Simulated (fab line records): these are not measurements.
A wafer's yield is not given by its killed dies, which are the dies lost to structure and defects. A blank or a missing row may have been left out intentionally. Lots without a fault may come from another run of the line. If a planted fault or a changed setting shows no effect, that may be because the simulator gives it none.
Which of the tools did it? -- flow sfq_line -- 20 wafers sampled from 7 lots at 1 step of a route of 325

## WHAT EACH GAUGE READ, for each wafer
SFQ_L0_RS_MEAS_901: the measuring method here is four-point-probe.
lot,measured,on,L0_MONX_KI_RS (ohm/sq)
L418,day 1 17:36,film_metro-01,44.0 43.9 43.8
L422,day 2 13:35,film_metro-03,43.7 43.9 44.5
L424,day 2 23:36,film_metro-03,44.5 44.2
L426,day 3 09:34,film_metro-03,43.7 42.5 42.5
L428,day 3 19:34,film_metro-01,43.0 42.8 42.3
L434,day 5 01:34,film_metro-01,43.3 43.7 43.6
L436,day 5 11:35,film_metro-03,43.3 42.8 43.3

## WHAT TOOL EACH LOT RAN ON (gives the tool, then ch and the chambers of the sampled wafers, and finally the start)
No process step before these readings appears in the record.

## THE ANSWER, worked out from the rows above alone
Rule: what is usual is taken from the lots themselves. Put in order of their means at a reading, lots are off if they are a third of the lots or fewer, leave a main group of 4 or more, and stand apart from it by a gap of 3 or more times the standard deviation of the main group's means; of several such gaps the widest counts. A main group is skipped when, at the precision printed for the reading in the tables above, its means are all equal. Also off: a lot with no number at a reading for which 4 or more lots have one. Where the step has rows for the other lots, those lots are counted as sound.
Across all readings shown, no lot is off: no conclusion can be drawn from this.

## WHAT THE SIMULATOR PUT IN
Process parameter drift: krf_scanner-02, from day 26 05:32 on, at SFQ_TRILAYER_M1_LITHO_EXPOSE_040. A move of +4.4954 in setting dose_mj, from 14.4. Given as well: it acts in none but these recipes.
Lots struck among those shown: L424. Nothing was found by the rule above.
